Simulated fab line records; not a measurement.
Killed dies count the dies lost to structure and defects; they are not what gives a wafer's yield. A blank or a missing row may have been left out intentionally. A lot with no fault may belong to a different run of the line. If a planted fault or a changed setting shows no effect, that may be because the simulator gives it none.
8D (eight disciplines) problem report, filled in by code	flow sky130	the parts of the form that need people (team, actions taken, sign-off) are left out

1. THE ISSUE
Mean SPACER_CVD_00_THK at SKY_SPACER_THK_MEAS_01: 39.7 nm over 6 wafers in 2 lots; fault-free wafers: 43.2 nm, standard deviation 0.37. Relative to the usual mean, that is a shift of -9.4 standard deviations.
The first sign was on wafer L961.2 at day 28 11:25, on film-metro-02. Wafers with a number at this step in the record: 27, from 9 lots. Rule for "out" (also "out of limits"): further than 4 standard deviations from the usual mean. The other wafers with a number count as sound.

2. WHAT IT IS; WHAT IT IS NOT
question	is	is not
which readings at this step	SPACER_CVD_00_THK	-
which lots	L961, L962	L947, L948, L949, L950, L951, L952, L960
which wafers of those lots	all that have a number	-
read on which gauges	film-metro-02, film-metro-04	film-metro-03
when	from day 28 11:25	up to then (21 sound wafers)

3. SUSPECTS, AND WHAT RULES EACH OUT
Counting: a tool at a process step up to the reading stays a suspect if it ran every lot that is out and no sound lot after the first of them.
- the gauge at SKY_SPACER_THK_MEAS_01 is ruled out. Those wafers that are out were read across 2 gauges (film-metro-02, film-metro-04).
- rie-diel-04 at SKY_SONOS_ONO_ETCH_15 (etches the open film in CHF3/O2, target depth 19.52 nm, time 7.8 s): kept. All lots that are out passed through it, beginning with L961 at day 17 23:28, and no sound lot followed; its final sound lot before that point was L951 at day 13 19:44.
- lpcvd-02 at SKY_SPACER_CVD_00 (deposits Si3N4 from DCS/NH3, target thk 43.1 nm, time 740 s): kept. All lots that are out passed through it, beginning with L961 at day 28 10:13, and no sound lot followed; its final sound lot before that point was L960 at day 28 00:55.
After counting, rie-diel-04 at SKY_SONOS_ONO_ETCH_15 and lpcvd-02 at SKY_SPACER_CVD_00 remain.

4. THE CAUSE (what the simulator had put in)
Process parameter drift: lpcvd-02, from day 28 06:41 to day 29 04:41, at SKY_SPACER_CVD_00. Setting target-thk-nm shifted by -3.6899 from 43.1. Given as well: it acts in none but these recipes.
After counting, 2 suspects remain, this tool included.

5. THE CHAIN OF EFFECTS, in route order
Each row: a reading where the mean over the struck wafers with a number is more than 3 standard deviations away from the usual. Only readings for which the record gives a usual standard deviation are gone through. hours: the time from each lot's start at the first step in this table that gives one to its start at this step, as a median over the lots. sigmas: the change in usual standard deviations.
hours	step	reading	usual	on struck wafers	change	sigmas
0	SKY_SPACER_THK_MEAS_01	SPACER_CVD_00_THK	43.2 nm	39.7	-3.5	-9.4
0	SKY_SPACER_ETCHBACK_02	oes-product-au	0.855 a.u.	0.815	-0.040	-6.9
It contains these process steps:
- SKY_SPACER_ETCHBACK_02: etches Si3N4 in CH3F/O2, stops on SiO2, time 46.7 s, target depth 45 nm.

6. WHAT WOULD HAVE CAUGHT IT SOONER
The first out-of-limits reading at a measuring or inspecting step in this record came at day 28 11:25, 5 hours after the fault's start at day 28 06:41.
Tool readings at SKY_SPACER_CVD_00 with a usual standard deviation given in the record: none out on any struck wafer, hence no alarm at a limit of 4 standard deviations on them.
L962, from the lots that are out (2), started SKY_SPACER_CVD_00 on lpcvd-02 later than day 28 11:25. Holding the tool at that time would have saved it.
